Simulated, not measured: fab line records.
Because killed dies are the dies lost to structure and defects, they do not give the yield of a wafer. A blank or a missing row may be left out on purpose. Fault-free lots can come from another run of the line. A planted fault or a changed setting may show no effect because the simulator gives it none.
Which tool is to blame? | flow sky130 | 33 wafers from 11 lots sampled at 4 of the route's 708 steps

WHAT EACH GAUGE READ, for each wafer
Not one reading of a measure or inspect step in the record can be checked against a usual standard deviation.

WHAT TOOL EACH LOT RAN ON (gives the tool, then ch and the chambers of the sampled wafers, and finally the start)
lot  | SKY_METAL2_ETCH_18                | SKY_VIA2_CMP_02               | SKY_METAL3_SPUTTER_00        | SKY_METAL3_METAL_ETCH_18
L458 | rie-metal-03 ch 0,1, day 35 01:31 | cmp-02 ch 0,2,3, day 35 02:30 | pvd-sputter-03, day 36 06:34 | rie-metal-03 ch 0, day 38 10:12
L459 | rie-metal-02 ch 0,1, day 35 15:31 | cmp-01 ch 1,2, day 35 16:34   | pvd-sputter-04, day 36 20:11 | rie-metal-01 ch 0,1, day 38 22:55
L460 | rie-metal-04 ch 0,1, day 35 19:41 | cmp-01 ch 0,1, day 35 20:37   | pvd-sputter-03, day 37 00:15 | rie-metal-02 ch 0,1, day 39 03:59
L461 | rie-metal-02 ch 0, day 35 20:59   | cmp-02 ch 0,1,3, day 35 22:07 | pvd-sputter-01, day 37 01:06 | rie-metal-03 ch 1, day 39 05:23
L462 | rie-metal-04 ch 0,1, day 36 17:17 | cmp-02 ch 0,3, day 36 18:18   | pvd-sputter-03, day 37 21:04 | rie-metal-03 ch 0, day 40 00:47
L463 | rie-metal-04 ch 0,1, day 36 20:31 | cmp-02 ch 0,2,3, day 36 21:30 | pvd-sputter-03, day 38 00:14 | rie-metal-02 ch 0,1, day 40 04:02
L464 | rie-metal-03 ch 0,1, day 37 03:26 | cmp-01 ch 0,2, day 37 04:21   | pvd-sputter-03, day 38 07:32 | rie-metal-03 ch 0, day 40 09:46
L465 | rie-metal-04 ch 0,1, day 37 15:50 | cmp-02 ch 1,3, day 37 16:48   | pvd-sputter-01, day 38 19:28 | rie-metal-02 ch 0,1, day 40 22:09
L469 | rie-metal-04 ch 0,1, day 38 14:23 | cmp-02 ch 0,2,3, day 38 15:22 | pvd-sputter-04, day 39 18:21 | rie-metal-01 ch 0,1, day 41 20:15
L471 | rie-metal-02 ch 0,1, day 39 05:40 | cmp-01 ch 0,1,3, day 39 06:40 | pvd-sputter-04, day 40 08:56 | rie-metal-02 ch 0,1, day 42 09:45
L481 | rie-metal-04 ch 0, day 42 14:25   | cmp-02 ch 1,2,3, day 42 15:32 | pvd-sputter-01, day 43 16:07 | rie-metal-03 ch 0,1, day 45 12:27
- SKY_METAL2_ETCH_18: etches BARC in N2/H2, stops on SiO2, time 45.9 s, target depth 60 nm.
- SKY_VIA2_CMP_02: polishes SiO2.
- SKY_METAL3_SPUTTER_00: material Ti, target thk 15 nm, time 10 s.
- SKY_METAL3_METAL_ETCH_18: etches the open film in Cl2/BCl3, stops on SiO2, target depth 845 nm, time 183.1 s.

WHAT THE TOOLS THEMSELVES READ (means of the sampled wafers that have a number; where no wafer has one, the mark that the record gives instead)
SKY_METAL2_ETCH_18. Usual: bias-w 100.0 W, standard deviation 0.3; drypump-motor-current-A 5.73 A, standard deviation 0.22; oes-product-au 0.855 a.u., standard deviation 0.0046; throttle-valve-pct 13.225 %, standard deviation 0.0096.
lot  | tool         | bias-w (W) | drypump-motor-current-A (A) | oes-product-au (a.u.) | throttle-valve-pct (%) | flag
L458 | rie-metal-03 | 100.0      | 6.05                        | 0.852                 | 13.229                 |
L459 | rie-metal-02 | 100.2      | 5.59                        | 0.858                 | 13.236                 |
L460 | rie-metal-04 | 100.0      | 5.81                        | 0.852                 | 13.225                 |
L461 | rie-metal-02 | 100.0      | 5.50                        | 0.856                 | 13.229                 |
L462 | rie-metal-04 | 99.9       | 5.69                        | 0.853                 | 13.227                 |
L463 | rie-metal-04 | 99.9       | 5.68                        | 0.857                 | 13.227                 |
L464 | rie-metal-03 | 100.1      | 6.05                        | 0.852                 | 13.220                 |
L465 | rie-metal-04 | 100.1      | 5.69                        | 0.855                 | 13.223                 |
L469 | rie-metal-04 | 98.5       | 5.70                        | 0.854                 | 13.223                 | OFF
L471 | rie-metal-02 | 100.1      | 5.63                        | 0.854                 | 13.221                 |
L481 | rie-metal-04 | 100.1      | 5.57                        | 0.853                 | 13.230                 |

SKY_VIA2_CMP_02. Usual: motor-current-A reads 11.6 A (standard deviation 1.4).
lot  | tool   | motor-current-A (A) | flag
L458 | cmp-02 | 12.1                |
L459 | cmp-01 | 10.2                |
L460 | cmp-01 | 12.1                |
L461 | cmp-02 | 12.5                |
L462 | cmp-02 | 13.2                |
L463 | cmp-02 | 11.7                |
L464 | cmp-01 | 10.9                |
L465 | cmp-02 | 13.1                |
L469 | cmp-02 | 12.0                |
L471 | cmp-01 | 11.3                |
L481 | cmp-02 | 12.2                |

SKY_METAL3_SPUTTER_00. Usual: throttle-valve-pct reads 29.9 % (standard deviation 1.1).
lot  | tool           | throttle-valve-pct (%) | flag
L458 | pvd-sputter-03 | 30.5                   |
L459 | pvd-sputter-04 | 30.4                   |
L460 | pvd-sputter-03 | 30.4                   |
L461 | pvd-sputter-01 | 29.8                   |
L462 | pvd-sputter-03 | 30.5                   |
L463 | pvd-sputter-03 | 30.5                   |
L464 | pvd-sputter-03 | 30.2                   |
L465 | pvd-sputter-01 | 29.2                   |
L469 | pvd-sputter-04 | 30.4                   |
L471 | pvd-sputter-04 | 29.4                   |
L481 | pvd-sputter-01 | 28.6                   |

SKY_METAL3_METAL_ETCH_18. Usual: bias-w 48.47 W, standard deviation 0.15; drypump-motor-current-A 5.78 A, standard deviation 0.27; oes-product-au 0.883 a.u., standard deviation 0.0065; throttle-valve-pct 22.264 %, standard deviation 0.0088.
lot  | tool         | bias-w (W) | drypump-motor-current-A (A) | oes-product-au (a.u.) | throttle-valve-pct (%) | flag
L458 | rie-metal-03 | 48.45      | 6.09                        | 0.886                 | 22.277                 |
L459 | rie-metal-01 | 48.51      | 5.57                        | 0.892                 | 22.273                 |
L460 | rie-metal-02 | 48.61      | 5.56                        | 0.887                 | 22.269                 |
L461 | rie-metal-03 | 48.38      | 6.00                        | 0.887                 | 22.266                 |
L462 | rie-metal-03 | 48.48      | 6.07                        | 0.891                 | 22.266                 |
L463 | rie-metal-02 | 48.51      | 5.55                        | 0.880                 | 22.263                 |
L464 | rie-metal-03 | 48.37      | 6.06                        | 0.883                 | 22.256                 |
L465 | rie-metal-02 | 48.42      | 5.55                        | 0.888                 | 22.268                 |
L469 | rie-metal-01 | 48.55      | 5.56                        | 0.882                 | 22.268                 |
L471 | rie-metal-02 | 48.40      | 5.55                        | 0.873                 | 22.265                 |
L481 | rie-metal-03 | 48.62      | 6.04                        | 0.880                 | 22.264                 |

THE ANSWER, worked out from the rows above alone
Rule: a lot is off if the mean of its wafers that have a number lies more than 3 standard deviations from the usual mean. Also off: a lot with no number at a reading for which 4 or more lots have one. The other lots that the step has rows for count as sound. Order of review: gauges by route order, followed by the tools' own readings, for which a lot's mean as printed above is used. The first step at which some lot is off is used, and at that step the reading that is off furthest; a lot without a number counts as furthest.
Off: L469, at SKY_METAL2_ETCH_18 (bias-w).
A tool fits if, at that step or a process step before it, it ran every lot that is off, and no sound lot after the first of them. None of those tried fits.

WHAT THE SIMULATOR HAD PUT IN
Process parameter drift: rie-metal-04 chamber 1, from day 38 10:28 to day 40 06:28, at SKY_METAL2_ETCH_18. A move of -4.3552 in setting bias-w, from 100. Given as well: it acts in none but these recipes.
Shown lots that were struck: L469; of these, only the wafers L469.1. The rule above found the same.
